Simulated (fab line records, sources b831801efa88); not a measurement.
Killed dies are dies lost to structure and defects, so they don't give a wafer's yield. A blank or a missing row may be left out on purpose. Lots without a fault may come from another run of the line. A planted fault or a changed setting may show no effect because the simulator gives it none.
Tool commonality check | flow gf180mcu | 12 lots, 36 wafers sampled

WHY IT WAS OPENED
At GF_HV_LDD_TW_MEAS_11 the reading HV_LDD_TW is flagged on 1 of 12 lots. Wafers without a fault read 2414, standard deviation 23.
Rule: a lot is flagged when every wafer of it that has a number lies more than 4 standard deviations from that mean, or none has a number. The other lots count as sound.

lot  | measured     | on            | HV_LDD_TW, wafer by wafer | flag
L111 | day 10 01:57 | film_metro-02 | 2380 2379 2370            |
L112 | day 10 09:58 | film_metro-02 | 2386 2379 2381            |
L113 | day 10 13:07 | film_metro-04 | 2440 2430 2427            |
L114 | day 11 02:31 | film_metro-04 | 2415 2415 2435            |
L115 | day 11 05:21 | film_metro-02 | 2381 2372 2379            |
L117 | day 11 22:07 | film_metro-01 | 2447 2445 2423            |
L120 | day 12 17:04 | film_metro-01 | 2425 2429 2413            |
L121 | day 13 02:49 | film_metro-02 | 2376 2385 2398            |
L128 | day 15 05:25 | film_metro-04 | 30 30 30                  | FLAGGED
L132 | day 16 15:49 | film_metro-01 | 2425 2416 2424            |
L133 | day 16 21:02 | film_metro-04 | 2420 2420 2438            |
L134 | day 17 03:43 | film_metro-02 | 2371 2374 2387            |
The numbers of the flagged lots are 30 on average: -2384 against the usual, or -99 or more standard deviations.

WHICH TOOL RAN EACH LOT
The record holds 1 process step before the reading, out of a route of 602 steps. In each cell: the tool, then ch and the chambers that the sampled wafers went through, then the start.
lot  | flag    | GF_HV_LDD_EXPOSE_04
L111 |         | iline_stepper-01 ch 0, day 9 17:10
L112 |         | iline_stepper-01 ch 0, day 10 00:34
L113 |         | iline_stepper-02 ch 0, day 10 03:55
L114 |         | iline_stepper-02 ch 0, day 10 17:10
L115 |         | iline_stepper-02 ch 0, day 10 19:57
L117 |         | iline_stepper-02 ch 0, day 11 12:34
L120 |         | iline_stepper-01 ch 0, day 12 07:13
L121 |         | iline_stepper-02 ch 0, day 12 16:29
L128 | FLAGGED | iline_stepper-02 ch 0, day 14 18:34
L132 |         | iline_stepper-02 ch 0, day 16 03:47
L133 |         | iline_stepper-01 ch 0, day 16 09:22
L134 |         | iline_stepper-02 ch 0, day 16 16:16
What these steps do:
- GF_HV_LDD_EXPOSE_04: exposes mask Nplus LV AREA, target cd 400 nm.
- GF_HV_LDD_TW_MEAS_11

FLAGGED OVER TOTAL, TOOL BY TOOL (the gauges that took the reading come last)
step                 | tool             | lots run | flagged | share of the flagged lots | sound lots run after its first flagged lot
GF_HV_LDD_EXPOSE_04  | iline_stepper-01 | 4        | 0       | none                      | -
GF_HV_LDD_EXPOSE_04  | iline_stepper-02 | 8        | 1       | all                       | 2 (L132,L134)
GF_HV_LDD_TW_MEAS_11 | film_metro-01    | 3        | 0       | none                      | -
GF_HV_LDD_TW_MEAS_11 | film_metro-02    | 5        | 0       | none                      | -
GF_HV_LDD_TW_MEAS_11 | film_metro-04    | 4        | 1       | all                       | 1 (L133)

WHAT THE TABLE ALLOWS
2 rows of the table ran every flagged lot: iline_stepper-02 at GF_HV_LDD_EXPOSE_04, film_metro-04 at GF_HV_LDD_TW_MEAS_11.
- iline_stepper-02 at GF_HV_LDD_EXPOSE_04: 1 of its 8 lots flagged. Sound lots ran on it after the first flagged one (L132, L134), which a lasting fault on the whole tool wouldn't allow.
- film_metro-04 at GF_HV_LDD_TW_MEAS_11: 1 of its 4 lots flagged. Sound lots ran on it after the first flagged one (L133), which a lasting fault on the whole tool wouldn't allow.
No row of the table ran every flagged lot and no sound lot after the first.

WHAT THE SIMULATOR HAD PUT IN
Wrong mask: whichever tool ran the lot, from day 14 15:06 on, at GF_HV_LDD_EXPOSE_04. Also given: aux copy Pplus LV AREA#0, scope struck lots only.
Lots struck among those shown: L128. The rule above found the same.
